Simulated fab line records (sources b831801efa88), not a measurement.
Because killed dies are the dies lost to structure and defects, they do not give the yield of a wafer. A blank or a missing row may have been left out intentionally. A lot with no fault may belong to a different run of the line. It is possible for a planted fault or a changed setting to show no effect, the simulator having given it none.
fab line records	flow sky130	part 1 of 2: steps 1 to 28 of 40
record lots=5	wafers=15	last_day=50
route steps=708 shown NWELL@65 PWDE@84 VT_ADJUST_HVTP@85 VT_ADJUST_LVTN@97
lots that met no fault: taken from a fault-free run of the same line
start_h: start of the lot's first displayed wafer, in hours after the record's first day	wait_h: time in hours since the lot's previous step	" the same as in the row above	L1.1+2: several wafers, shown together as one row	- no value present, or no start provided	* or withheld: withheld	< > ~ a bound
route shown NAME@n: names a module that has steps shown in the file, with the first one's number in the route	usual: mean/standard deviation of fault-free wafers	same: alike in all rows	chamber/n: place in a boat	sites: each site's reading	_std_site: the values' standard deviation	_edge_site: the outer-site mean with the inner-site mean subtracted	radius_mm: how far each site lies from the wafer's centre	mask NAME#n: copy n	behind: the tool/chamber that last shaped the wafer	hold: why the lot was held/for how many hours/how that ended	device: the transistor (n, p or np) that didn't switch	end of line: tests run on the same wafers once the route is complete	a step with no rows: only its recipe	killed: count of dies lost to structure and defects at first sort (not the wafer's yield)	map: shows each die of a wafer: x if killed, . if not, _ if none is there
set.NAME: setting as actually run; set.NAME@STEP: the setting as run at that earlier step	model.NAME: the simulator's own value behind a step, which no gauge read
certain route steps with their lots: each step a table, each wafer a row
services: from which hour (start_h, from the record's first day; less than 0 if before it) a tool's chamber was out of use, for how many hours, and why
## steps
# step SKY_NWELL_IMPLANT_12
# recipe species=P	energy_kev=120	dose_cm2=1.3e+12	tilt_deg=withheld
# usual beam_on_s=9.99/0.2	dose_ions_cm2=1.3004e+12/1.6e+09	end_station_pressure_torr=5e-06/2.8e-07
lot.wafer	tool	chamber	start_h	wait_h	beam_on_s	dose_ions_cm2	end_station_pressure_torr
L081.2	implanter-04	0	127.99	0.1	9.79	1.3019e+12	4.56e-06
L081.4	"	0	"	"	10.07	1.301e+12	4.9e-06
L081.5	"	0	"	"	9.95	1.2973e+12	4.68e-06
L082.3	implanter-03	0	135.65	0.1	9.93	1.2986e+12	5.39e-06
L082.4	"	0	"	"	10.00	1.2988e+12	5.18e-06
L082.6	"	0	"	"	10.10	1.3011e+12	4.98e-06
L083.1	implanter-04	0	140.07	0.1	9.90	1.2992e+12	4.91e-06
L083.4	"	0	"	"	10.13	1.301e+12	4.83e-06
L083.6	"	0	"	"	9.69	1.2994e+12	5.08e-06
L089.3	implanter-03	0	181.37	0.1	9.87	1.3028e+12	5.21e-06
L089.5	"	0	"	"	9.62	1.303e+12	4.89e-06
L089.6	"	0	"	"	9.86	1.3017e+12	4.79e-06
L096.2	implanter-04	0	207.44	0.1	9.85	1.2992e+12	4.76e-06
L096.5	"	0	"	"	9.67	1.2994e+12	5.01e-06
L096.6	"	0	"	"	9.75	1.3015e+12	5.24e-06
# step SKY_NWELL_IMPLANT_13
# recipe species=P	energy_kev=50	dose_cm2=7e+11	tilt_deg=withheld
# usual beam_on_s=10.03/0.2	dose_ions_cm2=7.002e+11/7.3e+08	end_station_pressure_torr=5e-06/3e-07
lot.wafer	tool	chamber	start_h	wait_h	beam_on_s	dose_ions_cm2	end_station_pressure_torr
L081.2	implanter-04	0	128.14	0.1	9.82	6.997e+11	5.2e-06
L081.4	"	0	"	"	10.34	6.991e+11	4.8e-06
L081.5	"	0	"	"	9.89	7.006e+11	4.5e-06
L082.3	implanter-03	0	135.80	0.1	10.14	7.005e+11	5.4e-06
L082.4	"	0	"	"	9.86	6.998e+11	4.9e-06
L082.6	"	0	"	"	10.10	6.992e+11	4.6e-06
L083.1	implanter-04	0	140.22	0.1	10.10	7.012e+11	5e-06
L083.4	"	0	"	"	9.89	7.002e+11	4.9e-06
L083.6	"	0	"	"	10.13	7.012e+11	5.4e-06
L089.3	implanter-03	0	181.52	0.1	9.63	7.006e+11	5e-06
L089.5	"	0	"	"	9.97	6.996e+11	5.1e-06
L089.6	"	0	"	"	9.93	6.997e+11	4.6e-06
L096.2	implanter-04	0	207.59	0.1	10.02	6.995e+11	5.1e-06
L096.5	"	0	"	"	9.92	6.996e+11	5.1e-06
L096.6	"	0	"	"	9.95	6.995e+11	5.1e-06
# step SKY_NWELL_STRIP_14
# recipe chemistry=O2/N2	power_w=1400	pressure_mtorr=1500	platen_temp_c=withheld	o2_flow_sccm=3000	n2_flow_sccm=300	overash_fraction=0.5
# usual drypump_motor_current_A=5.6/0.7	oes_product_au=0.723/0.0047	strip_time_to_endpoint_s=36.84/0.098
lot.wafer	tool	chamber	start_h	wait_h	drypump_motor_current_A	oes_product_au	rf_hours_counter_h	strip_time_to_endpoint_s
L081.2	plasma_asher-01	1	128.27	0.1	5.5	0.720	1	36.83
L081.4	"	1	"	"	5.5	0.726	-	36.85
L081.5	"	1	"	"	5.5	0.716	-	36.79
L082.3	plasma_asher-03	0	135.94	0.1	5.8	0.719	-	36.76
L082.4	"	1	"	"	5.3	0.717	-	36.82
L082.6	"	1	"	"	5.3	0.725	-	36.83
L083.1	plasma_asher-04	1	140.37	0.1	4.7	0.728	45	36.76
L083.4	"	0	"	"	6.5	0.722	-	36.87
L083.6	"	1	"	"	4.7	0.726	-	36.74
L089.3	plasma_asher-01	0	181.65	0.1	6.1	0.722	-	36.87
L089.5	"	1	"	"	5.5	0.724	-	36.94
L089.6	"	0	"	"	6.2	0.712	-	36.87
L096.2	plasma_asher-04	0	207.72	0.1	6.5	0.725	52	36.55
L096.5	"	1	"	"	4.7	0.723	-	36.69
L096.6	"	0	"	"	6.5	0.726	-	36.59
# step SKY_NWELL_TW_MEAS_15
# usual NWELL_TW=1838/11
lot.wafer	tool	chamber	start_h	wait_h	NWELL_TW
L081.2	film_metro-02	-	128.38	0.1	1854
L081.4	"	-	"	"	1849
L081.5	"	-	"	"	1834
L082.3	film_metro-01	-	136.02	0.1	1859
L082.4	"	-	"	"	1853
L082.6	"	-	"	"	1844
L083.1	film_metro-01	-	140.47	0.1	1836
L083.4	"	-	"	"	1831
L083.6	"	-	"	"	1848
L089.3	film_metro-02	-	181.74	0.1	1846
L089.5	"	-	"	"	1848
L089.6	"	-	"	"	1846
L096.2	film_metro-03	-	207.83	0.1	1829
L096.5	"	-	"	"	1832
L096.6	"	-	"	"	1835
# step SKY_NWELL_DEHYDRATE_16
# recipe temp_c=200	time_s=60
lot.wafer	tool	chamber	start_h	wait_h
L081.2+4+5	litho_track-02	0	136.86	8.5
L082.3+4+6	litho_track-02	0	145.23	9.2
L083.1+4+6	litho_track-02	0	149.48	9.0
L089.3+5+6	litho_track-02	0	188.18	6.4
L096.2+5+6	litho_track-01	0	218.71	10.9
# step SKY_NWELL_HMDS_17
# recipe prime_time_s=60	prime_temp_c=120
lot.wafer	tool	chamber	start_h	wait_h
L081.2+4+5	litho_track-02	0	137.01	0.1
L082.3+4+6	litho_track-02	0	145.38	0.1
L083.1+4+6	litho_track-02	0	149.63	0.1
L089.3+5+6	litho_track-02	0	188.33	0.1
L096.2+5+6	litho_track-01	0	218.86	0.1
# step SKY_NWELL_COAT_18
# recipe spin_rpm=2000	resist_thk_nm=3000
# usual dispense_pressure_kPa=48/4.8
lot.wafer	tool	chamber	start_h	wait_h	dispense_pressure_kPa
L081.2	litho_track-02	0	137.16	0.1	47
L081.4	"	0	"	"	47
L081.5	"	0	"	"	47
L082.3	litho_track-02	0	145.53	0.1	47
L082.4	"	0	"	"	47
L082.6	"	0	"	"	47
L083.1	litho_track-02	0	149.78	0.1	47
L083.4	"	0	"	"	47
L083.6	"	0	"	"	47
L089.3	litho_track-02	0	188.48	0.1	47
L089.5	"	0	"	"	47
L089.6	"	0	"	"	47
L096.2	litho_track-01	0	219.01	0.1	43
L096.5	"	0	"	"	43
L096.6	"	0	"	"	43
# step SKY_NWELL_SOFTBAKE_19
# recipe temp_c=110	time_s=withheld
lot.wafer	tool	chamber	start_h	wait_h
L081.2+4+5	litho_track-02	0	137.31	0.1
L082.3+4+6	litho_track-02	0	145.70	0.1
L083.1+4+6	litho_track-02	0	149.93	0.1
L089.3+5+6	litho_track-02	0	188.65	0.1
L096.2+5+6	litho_track-01	0	219.16	0.1
# step SKY_NWELL_EXPOSE_20
# recipe mask_id=NWM_COMPLEMENT	na=0.6	source_shape=conventional	sigma_outer=0.6	polarization=unpolarized	target_cd_nm=840	dose_mj=260
lot.wafer	tool	chamber	start_h	wait_h	mask
L081.2+4+5	iline_stepper-01	0	-	-	NWM_COMPLEMENT#0
L082.3+4+6	iline_stepper-02	0	-	-	NWM_COMPLEMENT#0
L083.1+4+6	iline_stepper-01	0	-	-	NWM_COMPLEMENT#0
L089.3+5+6	iline_stepper-02	0	-	-	NWM_COMPLEMENT#0
L096.2+5+6	iline_stepper-02	0	-	-	NWM_COMPLEMENT#0
# step SKY_NWELL_PEB_21
# recipe temp_c=115	time_s=withheld
lot.wafer	tool	chamber	start_h	wait_h
L081.2+4+5	litho_track-01	0	-	-
L082.3+4+6	litho_track-01	0	-	-
L083.1+4+6	litho_track-01	0	-	-
L089.3+5+6	litho_track-02	0	-	-
L096.2+5+6	litho_track-03	0	-	-
# step SKY_NWELL_DEVELOP_22
# recipe wall_angle_deg=90	developer=TMAH	develop_time_s=60	dev_temp_c=23
lot.wafer	tool	chamber	start_h	wait_h
L081.2+4+5	litho_track-01	0	-	-
L082.3+4+6	litho_track-01	0	-	-
L083.1+4+6	litho_track-01	0	-	-
L089.3+5+6	litho_track-02	0	-	-
L096.2+5+6	litho_track-03	0	-	-
# step SKY_NWELL_OVL_MEAS_23
# usual NWELL_01_OVL=0.9/1.3
lot.wafer	tool	chamber	start_h	wait_h	NWELL_01_OVL[nm]
L081.2	overlay-01	-	147.14	-	0.2
L081.4	"	-	"	"	1.9
L081.5	"	-	"	"	-0.5
L082.3	overlay-02	-	155.49	-	1.6
L082.4	"	-	"	"	0.6
L082.6	"	-	"	"	3.0
L083.1	overlay-02	-	160.38	-	1.6
L083.4	"	-	"	"	-0.2
L083.6	"	-	"	"	0.4
L089.3	overlay-01	-	199.84	-	3.4
L089.5	"	-	"	"	1.2
L089.6	"	-	"	"	3.0
L096.2	overlay-01	-	229.32	-	2.1
L096.5	"	-	"	"	0.6
L096.6	"	-	"	"	0.7
# step SKY_NWELL_IMPLANT_24
# recipe species=B	energy_kev=140	dose_cm2=9.2e+12	tilt_deg=withheld
# usual beam_on_s=10.00/0.2	dose_ions_cm2=9.201e+12/9.6e+09	end_station_pressure_torr=5.03e-06/2.8e-07
lot.wafer	tool	chamber	start_h	wait_h	beam_on_s	dose_ions_cm2	end_station_pressure_torr
L081.2	implanter-02	0	147.19	0.0	9.99	9.2e+12	4.6e-06
L081.4	"	0	"	"	9.91	9.179e+12	5.28e-06
L081.5	"	0	"	"	9.96	9.187e+12	5.24e-06
L082.3	implanter-03	0	155.57	0.1	9.96	9.195e+12	4.08e-06
L082.4	"	0	"	"	10.08	9.203e+12	5.43e-06
L082.6	"	0	"	"	9.94	9.195e+12	4.67e-06
L083.1	implanter-02	0	160.42	0.0	10.31	9.191e+12	5.35e-06
L083.4	"	0	"	"	10.21	9.209e+12	4.43e-06
L083.6	"	0	"	"	9.81	9.199e+12	4.89e-06
L089.3	implanter-02	0	199.92	0.1	9.67	9.208e+12	5.18e-06
L089.5	"	0	"	"	10.09	9.199e+12	4.68e-06
L089.6	"	0	"	"	10.07	9.216e+12	4.79e-06
L096.2	implanter-02	0	229.38	0.0	9.94	9.201e+12	5.67e-06
L096.5	"	0	"	"	9.84	9.214e+12	5e-06
L096.6	"	0	"	"	10.29	9.212e+12	4.63e-06
# step SKY_NWELL_STRIP_25
# recipe chemistry=O2/N2	power_w=1400	pressure_mtorr=1500	platen_temp_c=withheld	o2_flow_sccm=3000	n2_flow_sccm=300	overash_fraction=0.5
# usual drypump_motor_current_A=5.6/0.62	oes_product_au=0.722/0.0045	strip_time_to_endpoint_s=36.83/0.11
lot.wafer	tool	chamber	start_h	wait_h	drypump_motor_current_A	oes_product_au	rf_hours_counter_h	strip_time_to_endpoint_s
L081.2	plasma_asher-03	0	147.32	0.1	5.8	0.720	35	36.81
L081.4	"	1	"	"	5.3	0.727	-	36.85
L081.5	"	1	"	"	5.3	0.726	-	36.92
L082.3	plasma_asher-04	1	155.70	0.1	4.7	0.721	-	36.54
L082.4	"	0	"	"	6.5	0.723	-	36.65
L082.6	"	0	"	"	6.5	0.725	-	36.69
L083.1	plasma_asher-04	0	160.57	0.1	6.5	0.724	47	36.68
L083.4	"	1	"	"	4.7	0.719	-	36.63
L083.6	"	1	"	"	4.7	0.720	-	36.72
L089.3	plasma_asher-04	0	200.05	0.1	6.5	0.725	-	36.77
L089.5	"	0	"	"	6.5	0.724	-	36.67
L089.6	"	1	"	"	4.7	0.720	-	36.73
L096.2	plasma_asher-04	0	229.50	0.1	6.5	0.728	55	36.75
L096.5	"	1	"	"	4.7	0.720	-	36.75
L096.6	"	0	"	"	6.5	0.720	-	36.86
# step SKY_NWELL_TW_MEAS_26
# usual NWELL_2_TW=501.2/2.8
lot.wafer	tool	chamber	start_h	wait_h	NWELL_2_TW
L081.2	film_metro-01	-	147.43	0.1	500.1
L081.4	"	-	"	"	500.4
L081.5	"	-	"	"	500.8
L082.3	film_metro-02	-	155.79	0.1	500.4
L082.4	"	-	"	"	500.0
L082.6	"	-	"	"	501.3
L083.1	film_metro-03	-	160.67	0.1	500.3
L083.4	"	-	"	"	499.2
L083.6	"	-	"	"	499.3
L089.3	film_metro-03	-	200.14	0.1	497.6
L089.5	"	-	"	"	498.4
L089.6	"	-	"	"	497.8
L096.2	film_metro-01	-	229.61	0.1	503.5
L096.5	"	-	"	"	503.7
L096.6	"	-	"	"	503.6
# step SKY_NWELL_CLEAN_27
# recipe chemistry=SC1/SC2	mix=1:4:20	temp_c=70	time_s=150	dry=n2_spin
lot.wafer	tool	chamber	start_h	wait_h
L081.2+4+5	wet_bench-01	0	147.48	0.0
L082.3+4+6	wet_bench-03	0	155.83	0.0
L083.1+4+6	wet_bench-03	2	160.73	0.1
L089.3+5+6	wet_bench-02	0	200.18	0.0
L096.2+5+6	wet_bench-03	2	229.66	0.0
# step SKY_NWELL_RTA_28
# recipe temp_c=1050	time_s=30	idle_temp_c=650	ramp_up_c_per_s=150	ramp_down_c_per_s=90	ambient=N2
# usual lamp_power_pct=25.30/0.056	wafer_temp_C_max=1054.9/0.95
lot.wafer	tool	chamber	start_h	wait_h	lamp_power_pct	wafer_temp_C_max
L081.2	rtp_anneal-01	0	147.55	0.0	25.43	1056.6
L081.4	"	0	"	"	25.26	1054.4
L081.5	"	0	"	"	25.23	1055.6
L082.3	rtp_anneal-01	0	155.91	0.0	25.32	1055.4
L082.4	"	0	"	"	25.22	1055.0
L082.6	"	0	"	"	25.44	1055.1
L083.1	rtp_anneal-02	0	160.78	0.0	25.35	1056.8
L083.4	"	0	"	"	25.40	1054.7
L083.6	"	0	"	"	25.24	1054.4
L089.3	rtp_anneal-02	0	200.26	0.0	25.34	1054.1
L089.5	"	0	"	"	25.32	1052.5
L089.6	"	0	"	"	25.28	1057.2
L096.2	rtp_anneal-02	0	229.73	0.0	25.32	1054.3
L096.5	"	0	"	"	25.24	1055.8
L096.6	"	0	"	"	25.36	1054.3
# step SKY_NWELL_RS_MEAS_29
# recipe thk_meas_gauge=four-point-probe
# usual NWELL_RS=624.9/1.6
lot.wafer	tool	chamber	start_h	wait_h	NWELL_RS[ohm/sq]
L081.2	film_metro-02	-	147.65	0.1	624.0
L081.4	"	-	"	"	625.9
L081.5	"	-	"	"	626.3
L082.3	film_metro-01	-	156.02	0.1	626.9
L082.4	"	-	"	"	626.4
L082.6	"	-	"	"	626.7
L083.1	film_metro-01	-	160.88	0.1	624.8
L083.4	"	-	"	"	624.9
L083.6	"	-	"	"	624.4
L089.3	film_metro-02	-	200.37	0.1	626.2
L089.5	"	-	"	"	626.1
L089.6	"	-	"	"	624.9
L096.2	film_metro-02	-	229.83	0.1	624.3
L096.5	"	-	"	"	624.8
L096.6	"	-	"	"	625.2
# step SKY_NWELL_RS_MEAS_31
# recipe thk_meas_gauge=four-point-probe
# usual PWDE_RS=5279/18
lot.wafer	tool	chamber	start_h	wait_h	PWDE_RS[ohm/sq]
L081.2	film_metro-02	-	147.89	0.1	5253
L081.4	"	-	"	"	5278
L081.5	"	-	"	"	5264
L082.3	film_metro-01	-	156.26	0.1	5308
L082.4	"	-	"	"	5287
L082.6	"	-	"	"	5306
L083.1	film_metro-01	-	161.12	0.1	5293
L083.4	"	-	"	"	5254
L083.6	"	-	"	"	5281
L089.3	film_metro-02	-	200.61	0.1	5271
L089.5	"	-	"	"	5277
L089.6	"	-	"	"	5280
L096.2	film_metro-02	-	230.07	0.1	5289
L096.5	"	-	"	"	5282
L096.6	"	-	"	"	5294
# step SKY_VT_ADJUST_HVTP_DEHYDRATE_00
# recipe temp_c=200	time_s=60
lot.wafer	tool	chamber	start_h	wait_h
L081.2+4+5	litho_track-04	0	156.85	8.9
L082.3+4+6	litho_track-04	0	165.83	9.5
L083.1+4+6	litho_track-03	0	170.77	9.6
L089.3+5+6	litho_track-04	0	209.23	8.6
L096.2+5+6	litho_track-02	0	240.96	10.9
# step SKY_VT_ADJUST_HVTP_HMDS_01
# recipe prime_time_s=60	prime_temp_c=120
lot.wafer	tool	chamber	start_h	wait_h
L081.2+4+5	litho_track-04	0	157.00	0.1
L082.3+4+6	litho_track-04	0	165.98	0.1
L083.1+4+6	litho_track-03	0	170.92	0.1
L089.3+5+6	litho_track-04	0	209.38	0.1
L096.2+5+6	litho_track-02	0	241.11	0.1
# step SKY_VT_ADJUST_HVTP_COAT_02
# recipe resist=NOVOLAK	spin_rpm=3000	resist_thk_nm=1140
# usual dispense_pressure_kPa=51/3.8
lot.wafer	tool	chamber	start_h	wait_h	dispense_pressure_kPa
L081.2	litho_track-04	0	157.15	0.1	54
L081.4	"	0	"	"	54
L081.5	"	0	"	"	54
L082.3	litho_track-04	0	166.13	0.1	54
L082.4	"	0	"	"	54
L082.6	"	0	"	"	54
L083.1	litho_track-03	0	171.07	0.1	56
L083.4	"	0	"	"	56
L083.6	"	0	"	"	56
L089.3	litho_track-04	0	209.53	0.1	54
L089.5	"	0	"	"	54
L089.6	"	0	"	"	54
L096.2	litho_track-02	0	241.26	0.1	47
L096.5	"	0	"	"	47
L096.6	"	0	"	"	47
# step SKY_VT_ADJUST_HVTP_SOFTBAKE_03
# recipe temp_c=90	time_s=60	resist=NOVOLAK
lot.wafer	tool	chamber	start_h	wait_h
L081.2+4+5	litho_track-04	0	157.30	0.1
L082.3+4+6	litho_track-04	0	166.28	0.1
L083.1+4+6	litho_track-03	0	171.22	0.1
L089.3+5+6	litho_track-04	0	209.68	0.1
L096.2+5+6	litho_track-02	0	241.41	0.1
# step SKY_VT_ADJUST_HVTP_EXPOSE_04
# recipe mask_id=HVTPM	na=0.6	source_shape=conventional	sigma_outer=0.6	polarization=unpolarized	target_cd_nm=380	dose_mj=140
lot.wafer	tool	chamber	start_h	wait_h	mask
L081.2+4+5	iline_stepper-01	0	-	-	HVTPM#0
L082.3+4+6	iline_stepper-02	0	-	-	HVTPM#0
L083.1+4+6	iline_stepper-02	0	-	-	HVTPM#0
L089.3+5+6	iline_stepper-01	0	-	-	HVTPM#0
L096.2+5+6	iline_stepper-02	0	-	-	HVTPM#0
# step SKY_VT_ADJUST_HVTP_PEB_05
# recipe temp_c=withheld	time_s=*	resist=NOVOLAK
lot.wafer	tool	chamber	start_h	wait_h
L081.2+4+5	litho_track-02	0	-	-
L082.3+4+6	litho_track-03	0	-	-
L083.1+4+6	litho_track-04	0	-	-
L089.3+5+6	litho_track-02	0	-	-
L096.2+5+6	litho_track-03	0	-	-
# step SKY_VT_ADJUST_HVTP_DEVELOP_06
# recipe resist=NOVOLAK	developer=TMAH	develop_time_s=60	dev_temp_c=23
lot.wafer	tool	chamber	start_h	wait_h
L081.2+4+5	litho_track-02	0	167.61	0.1
L082.3+4+6	litho_track-03	0	175.87	0.1
L083.1+4+6	litho_track-04	0	181.33	0.1
L089.3+5+6	litho_track-02	0	220.78	0.1
L096.2+5+6	litho_track-03	0	251.34	0.1
# step SKY_VT_ADJUST_HVTP_CD_MEAS_07
# recipe target_cd_nm=380
# usual cd_nm=379.8/2.3
lot.wafer	tool	chamber	start_h	wait_h	cd_nm
L081.2	cd_sem-02	-	167.75	0.1	380.7
L081.4	"	-	"	"	383.4
L081.5	"	-	"	"	380.8
L082.3	cd_sem-01	-	176.01	0.1	381.8
L082.4	"	-	"	"	378.8
L082.6	"	-	"	"	380.1
L083.1	cd_sem-02	-	181.48	0.1	382.9
L083.4	"	-	"	"	381.6
L083.6	"	-	"	"	381.5
L089.3	cd_sem-02	-	220.92	0.1	381.9
L089.5	"	-	"	"	382.7
L089.6	"	-	"	"	381.6
L096.2	cd_sem-02	-	251.49	0.1	379.8
L096.5	"	-	"	"	383.4
L096.6	"	-	"	"	382.9
# step SKY_VT_ADJUST_HVTP_OVL_MEAS_08
# usual VT_ADJUST_HVTP_OVL=-0.2/1.3
lot.wafer	tool	chamber	start_h	wait_h	VT_ADJUST_HVTP_OVL[nm]
L081.2	overlay-01	-	167.86	0.1	1.6
L081.4	"	-	"	"	2.2
L081.5	"	-	"	"	0.2
L082.3	overlay-02	-	180.56	4.5	1.1
L082.4	"	-	"	"	0.6
L082.6	"	-	"	"	0.1
L083.1	overlay-02	-	181.60	0.1	-0.6
L083.4	"	-	"	"	0.8
L083.6	"	-	"	"	0.1
L089.3	overlay-01	-	221.01	0.1	-1.5
L089.5	"	-	"	"	1.6
L089.6	"	-	"	"	1.0
L096.2	overlay-01	-	251.59	0.1	1.0
L096.5	"	-	"	"	0.2
L096.6	"	-	"	"	-1.2
